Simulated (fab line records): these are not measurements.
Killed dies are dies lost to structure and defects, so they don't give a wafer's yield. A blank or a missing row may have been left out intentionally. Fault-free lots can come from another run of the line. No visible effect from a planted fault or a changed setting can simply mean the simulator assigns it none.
Which of the tools did it? ; flow sky130 ; 13 lots, 39 wafers sampled, at 6 steps of a route of 708

WHAT THE GAUGES READ, wafer by wafer
SKY_LDD_HVP_OVL_MEAS_07.
lot;measured;on;LDD_HVP_OVL (nm)
L739;day 22 07:35;overlay-02;-1.7 -1.9 -1.4
L740;day 22 11:49;overlay-02;0.1 0.0 0.2
L741;day 22 19:36;overlay-01;-0.3 -0.3 -0.2
L742;day 23 08:48;overlay-01;1.1 0.6 -0.6
L743;day 23 13:34;overlay-02;-1.8 -2.9 -1.4
L744;day 23 19:56;overlay-02;0.1 0.7 0.4
L745;day 24 06:40;overlay-02;0.0 0.8 0.5
L746;day 24 10:55;overlay-01;-2.2 -2.2 -1.3
L747;day 25 00:43;overlay-01;1.5 0.4 -0.4
L750;day 26 00:12;overlay-02;-1.0 -3.3 -0.7
L755;day 27 19:16;overlay-02;-2.4 -2.1 -2.0
L756;day 28 03:40;overlay-01;0.7 -2.7 1.0
L761;day 29 09:28;overlay-02;-2.6 -2.5 -1.9

SKY_SD_N_TW_MEAS_12.
lot;measured;on;SD_N_TW
L739;day 28 12:26;film-metro-03;3930 3935 3925
L740;day 28 18:08;film-metro-01;3880 3883 3897
L741;day 28 23:46;film-metro-02;3974 3986 3982
L742;day 29 13:46;film-metro-02;3986 4011 3997
L743;day 29 19:08;film-metro-01;3939 3920 3926
L744;day 30 00:54;film-metro-02;3994 3983 3982
L745;day 30 10:11;film-metro-03;3925 3908 3923
L746;day 30 14:56;film-metro-02;3987 3994 4004
L747;day 31 02:59;film-metro-03;3925 3926 3934
L750;day 32 03:28;film-metro-03;3892 3910 3921
L755;day 33 18:02;film-metro-01;29 29 30
L756;day 34 01:18;film-metro-03;3961 3942 3937
L761;day 35 06:08;film-metro-02;3985 3988 4000

TOOL THAT RAN EACH LOT (tool first, then ch and the chambers of the sampled wafers, then the start)
lot;SKY_SPACER_ETCHBACK_02;SKY_POLY_CUT_ETCH_10;SKY_RES_XHIGH_STRIP_08;SKY_SD_N_STRIP_11
L739;rie-diel-04 ch 2,3, day 23 15:16;rie-diel-02 ch 1,2,3, day 24 21:26;plasma-asher-03 ch 0,1, day 27 08:00;plasma-asher-01 ch 0,1, day 28 12:21
L740;rie-diel-04 ch 0,1,2, day 23 20:18;rie-diel-03 ch 0,1,2, day 25 02:31;plasma-asher-01 ch 0,1, day 27 13:45;plasma-asher-01 ch 0,1, day 28 18:02
L741;rie-diel-01 ch 0,2, day 24 02:41;rie-diel-03 ch 2,3, day 25 08:14;plasma-asher-01 ch 0,1, day 27 19:07;plasma-asher-02 ch 0,1, day 28 23:40
L742;rie-diel-01 ch 0,1,3, day 24 16:37;rie-diel-03 ch 0,1,2, day 25 22:26;plasma-asher-01 ch 0,1, day 28 08:45;plasma-asher-01 ch 0,1, day 29 13:40
L743;rie-diel-04 ch 1,2,3, day 24 23:34;rie-diel-04 ch 0,1,3, day 26 04:37;plasma-asher-01 ch 0,1, day 28 14:09;plasma-asher-01 ch 0,1, day 29 19:02
L744;rie-diel-04 ch 1,2, day 25 04:04;rie-diel-04 ch 2,3, day 26 10:26;plasma-asher-03 ch 0,1, day 28 20:18;plasma-asher-01 ch 0,1, day 30 00:48
L745;rie-diel-03 ch 0,3, day 25 14:28;rie-diel-04 ch 1,3, day 26 19:44;plasma-asher-04 ch 0,1, day 29 05:54;plasma-asher-01 ch 0,1, day 30 10:04
L746;rie-diel-01 ch 0,2,3, day 25 18:49;rie-diel-02 ch 0,1,2, day 27 00:35;plasma-asher-04 ch 0,1, day 29 10:16;plasma-asher-02 ch 0,1, day 30 14:50
L747;rie-diel-04 ch 0,1,2, day 26 09:01;rie-diel-04 ch 0,1,3, day 27 14:37;plasma-asher-03 ch 0,1, day 29 22:25;plasma-asher-01 ch 0,1, day 31 02:53
L750;rie-diel-01 ch 0,2,3, day 27 10:16;rie-diel-02 ch 0,1,2, day 28 14:28;plasma-asher-04 ch 0, day 30 22:39;plasma-asher-01 ch 0,1, day 32 03:22
L755;rie-diel-01 ch 1,3, day 29 02:33;rie-diel-04 ch 2,3, day 30 06:50;plasma-asher-01 ch 0, day 32 14:22;plasma-asher-02 ch 0,1, day 33 17:56
L756;rie-diel-04 ch 0,3, day 29 09:46;rie-diel-02 ch 0,1,2, day 30 13:55;plasma-asher-03 ch 0, day 32 21:52;plasma-asher-04 ch 0,1, day 34 01:12
L761;rie-diel-03 ch 0,1,2, day 30 16:41;rie-diel-03 ch 0,2,3, day 31 20:49;plasma-asher-04 ch 0,1, day 34 02:48;plasma-asher-04 ch 0,1, day 35 06:01
- SKY_SPACER_ETCHBACK_02: etches Si3N4 in CH3F/O2, stops on SiO2, time 46.7 s, target depth 45 nm.
- SKY_POLY_CUT_ETCH_10: etches BARC in N2/H2, stops on SiO2, time 45.9 s, target depth 60 nm.
- SKY_RES_XHIGH_STRIP_08: strips in O2/N2.
- SKY_SD_N_STRIP_11: strips in O2/N2.

AS READ BY THE TOOLS THEMSELVES (means over the sampled wafers that have a number; for cases with no such wafer, the mark the record gives instead)
SKY_SPACER_ETCHBACK_02.
lot;tool;drypump-motor-current-A (A);oes-product-au (a.u.);throttle-valve-pct (%)
L739;rie-diel-04;5.6;0.863;10.561
L740;rie-diel-04;6.1;0.855;10.559
L741;rie-diel-01;5.7;0.850;10.565
L742;rie-diel-01;5.9;0.866;10.569
L743;rie-diel-04;6.0;0.850;10.564
L744;rie-diel-04;5.8;0.857;10.557
L745;rie-diel-03;6.0;0.854;10.570
L746;rie-diel-01;5.8;0.852;10.551
L747;rie-diel-04;6.1;0.851;10.560
L750;rie-diel-01;5.8;0.855;10.562
L755;rie-diel-01;5.9;0.847;10.558
L756;rie-diel-04;6.1;0.846;10.550
L761;rie-diel-03;5.5;0.857;10.563

SKY_POLY_CUT_ETCH_10.
lot;tool;drypump-motor-current-A (A);oes-product-au (a.u.);throttle-valve-pct (%)
L739;rie-diel-02;5.9;0.858;13.228
L740;rie-diel-03;5.6;0.853;13.242
L741;rie-diel-03;5.4;0.858;13.224
L742;rie-diel-03;5.5;0.858;13.222
L743;rie-diel-04;6.3;0.853;13.222
L744;rie-diel-04;5.6;0.856;13.227
L745;rie-diel-04;6.2;0.856;13.212
L746;rie-diel-02;5.9;0.857;13.222
L747;rie-diel-04;6.3;0.857;13.222
L750;rie-diel-02;5.9;0.855;13.227
L755;rie-diel-04;5.6;0.857;13.219
L756;rie-diel-02;5.9;0.856;13.237
L761;rie-diel-03;5.7;0.855;13.223

SKY_RES_XHIGH_STRIP_08.
lot;tool;drypump-motor-current-A (A);o2-flow-sccm (sccm);oes-product-au (a.u.);strip-time-to-endpoint-s (s)
L739;plasma-asher-03;6.0;3003;0.711;14.27
L740;plasma-asher-01;5.0;3002;0.714;14.29
L741;plasma-asher-01;5.2;3004;0.709;14.25
L742;plasma-asher-01;5.0;2999;0.712;14.34
L743;plasma-asher-01;5.0;3003;0.714;14.30
L744;plasma-asher-03;5.9;3002;0.713;14.29
L745;plasma-asher-04;5.1;3006;0.707;14.28
L746;plasma-asher-04;5.2;2989;0.713;14.28
L747;plasma-asher-03;6.0;3002;0.705;14.23
L750;plasma-asher-04;5.1;3014;0.707;14.24
L755;plasma-asher-01;4.8;2999;0.939;-
L756;plasma-asher-03;6.0;3007;0.709;14.30
L761;plasma-asher-04;5.2;3008;0.711;14.27

SKY_SD_N_STRIP_11.
lot;tool;drypump-motor-current-A (A);o2-flow-sccm (sccm);oes-product-au (a.u.);strip-time-to-endpoint-s (s)
L739;plasma-asher-01;5.2;3000;0.528;22.53
L740;plasma-asher-01;5.2;3008;0.526;22.50
L741;plasma-asher-02;5.7;3000;0.524;22.53
L742;plasma-asher-01;5.2;3006;0.527;22.51
L743;plasma-asher-01;5.0;2998;0.525;22.44
L744;plasma-asher-01;5.0;3005;0.528;22.50
L745;plasma-asher-01;5.0;3008;0.523;22.52
L746;plasma-asher-02;5.7;3012;0.532;22.54
L747;plasma-asher-01;5.0;3001;0.524;22.59
L750;plasma-asher-01;5.0;2996;0.524;22.53
L755;plasma-asher-02;5.6;2999;0.554;25.83
L756;plasma-asher-04;5.2;3013;0.527;22.60
L761;plasma-asher-04;5.2;3001;0.531;22.56

THE ANSWER, worked out from the rows above alone
Rule: what is usual is taken from the lots themselves. The widest of any qualifying gaps counts: lots, ordered by their means at a reading, are off when they make up no more than a third of the lots, leave a main group of 4 or more, and stand apart from it by 3 or more times the standard deviation of that group's means. The tables above print the reading to a certain number of digits; a main group whose means all agree to those digits is not used. A lot without any number at a reading at which 4 lots or more have one is off too. Any other lot the step has rows for is counted as sound. After the gauges, taken in route order, come the tools' own readings; for these a lot's mean is taken, as printed above. The first step at which some lot is off is used, and at that step the reading that is off furthest; a lot without a number counts as furthest.
Off: at SKY_SD_N_TW_MEAS_12 (SD_N_TW), L755. Main group: mean 3950, sd 37.
If a tool, at a process step before that reading, ran all the lots that are off and no sound lot after the first of them, it fits. Not tried: the gauges at SKY_SD_N_TW_MEAS_12; whatever is off there is also off at SKY_RES_XHIGH_STRIP_08, on other tools, and gauge error can't account for it. Can't be told from this: 4 tools fit, rie-diel-01 at SKY_SPACER_ETCHBACK_02, rie-diel-04 at SKY_POLY_CUT_ETCH_10, plasma-asher-01 at SKY_RES_XHIGH_STRIP_08, plasma-asher-02 at SKY_SD_N_STRIP_11.

WHAT THE SIMULATOR PUT IN
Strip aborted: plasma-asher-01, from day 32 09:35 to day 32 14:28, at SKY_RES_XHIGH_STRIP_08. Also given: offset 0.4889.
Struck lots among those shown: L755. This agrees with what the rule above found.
